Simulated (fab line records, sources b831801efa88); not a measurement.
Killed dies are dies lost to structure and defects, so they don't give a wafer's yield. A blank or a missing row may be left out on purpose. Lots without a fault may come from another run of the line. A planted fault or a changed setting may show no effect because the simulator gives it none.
A struck lot beside a sound one | flow gf180mcu | 16 steps out of a route of 602
Sound: wafers L575.3, L575.4, L575.5. Struck: wafer L581.5. (L581.1 of the same lot was not struck and is left out.) The cause comes at the end.
At each step with rows: each side's tool, then ch and its chambers, then its first start. Under that, the readings that differ: sound wafers | struck wafers | difference of the means | sigmas: that difference in standard deviations of wafers without a fault.
alike: readings whose means differ by less than 2 such deviations, and words and numbers that are the same on both sides. not compared: withheld readings, readings that some wafer has no value for, bounds like >300 that may hide the same value, and numbers for which the record gives no deviation and whose values overlap.
The two part at a step that has a row with sigmas, a row that says differs or no value, or rows on one side only. Numbers that don't overlap but have no deviation are shown without sigmas and don't part them. A reading that every wafer of one side lacks parts them only if that side has two wafers or more.

first, 1 step without rows for these wafers: GF_STI_DEVELOP_11 (develop time 60 s).
GF_STI_CD_MEAS_12: target cd 220 nm.
  sound on cd_sem-02, day 2 01:41; struck on cd_sem-02, day 3 08:23
  alike: cd_nm
GF_STI_ETCH_13: etches the open film in CHF3/O2, stops on Si, target depth 282.31 nm, time 112.9 s.
  sound on rie_diel-04 ch 1,2, day 2 01:46; struck on rie_diel-04 ch 0, day 3 08:30
  alike: chf3_flow_sccm, drypump_motor_current_A, oes_product_au, throttle_valve_pct
  not compared: rf_hours_counter_h
GF_STI_ETCH_14: etches Si in HBr/Cl2/O2, target depth 360 nm, time 102.9 s.
  sound on rie_si-02 ch 0,2, day 2 01:51; struck on rie_si-01 ch 1, day 3 08:35
  reading                     | sound       | struck | difference | sigmas
  drypump_motor_current_A (A) | 6.4 6.8 6.4 | 5.3    | -1.2       | -2
  alike: oes_product_au, throttle_valve_pct
  not compared: rf_hours_counter_h
GF_STI_STRIP_15: strips in O2/N2.
  sound on plasma_asher-04 ch 0,1, day 2 01:58; struck on plasma_asher-02 ch 0, day 3 08:39
  alike: drypump_motor_current_A, heater_power_w, oes_product_au, platen_temp_c, strip_time_to_endpoint_s
  not compared: rf_hours_counter_h
then, 6 steps without rows for these wafers: GF_STI_CLEAN_16 (cleans in dHF, time 25 s); GF_STI_WET_ETCH_17 (etches Si3N4 in H3PO4, target depth 45 nm, time 514 s); GF_STI_CLEAN_18 (cleans in SC1/SC2, time 150 s); GF_STI_CLEAN_19 (cleans in dHF, time 20 s); GF_STI_WET_ETCH_20 (etches SiO2 in dHF, target depth 20 nm, time 400 s); GF_STI_OXIDATION_21 (stabilise 600 s, purge 300 s, target thk 15 nm).
GF_STI_THK_MEAS_22:
  sound on film_metro-01, day 2 03:32; struck on film_metro-01, day 3 10:22
  alike: STI_OXIDATION_01_THK
GF_STI_CVD_23: deposits SiO2, target thk 650 nm, time 108.3 s.
  sound on hdpcvd-02 ch 0,1, day 2 03:35; struck on hdpcvd-02 ch 2, day 3 10:26
  reading                              | sound           | struck | difference | sigmas
  model.SiO2_of_STI_CVD_23.thk_nm (nm) | 655.3 653.6 648 | 589.5  | -62.8      |
  alike: susceptor_temp_C
GF_STI_THK_MEAS_24:
  sound on film_metro-01, day 2 03:40; struck on film_metro-03, day 3 10:30
  reading             | sound       | struck | difference | sigmas
  STI_CVD_23_THK (nm) | 656 653 648 | 589    | -63        | -8
GF_STI_CMP_25: polishes, stops on Si3N4, t overpolish 33 s, target thk 524.6 nm.
  sound on cmp-01 ch 1,2,3, day 2 03:43; struck on cmp-01 ch 2, day 3 10:40
  reading          | sound             | struck | difference | sigmas
  platen_rpm (rpm) | 60.00 60.03 60.04 | 59.91  | -0.11      | -3
  alike: head_pressure_psi, motor_current_A
then, 1 step without rows for these wafers: GF_PASSIVATION_PROBE_99.

WHERE THEY PART
First at GF_STI_ETCH_14; last, within this record, at GF_STI_CMP_25.

WHY: what the simulator had put in
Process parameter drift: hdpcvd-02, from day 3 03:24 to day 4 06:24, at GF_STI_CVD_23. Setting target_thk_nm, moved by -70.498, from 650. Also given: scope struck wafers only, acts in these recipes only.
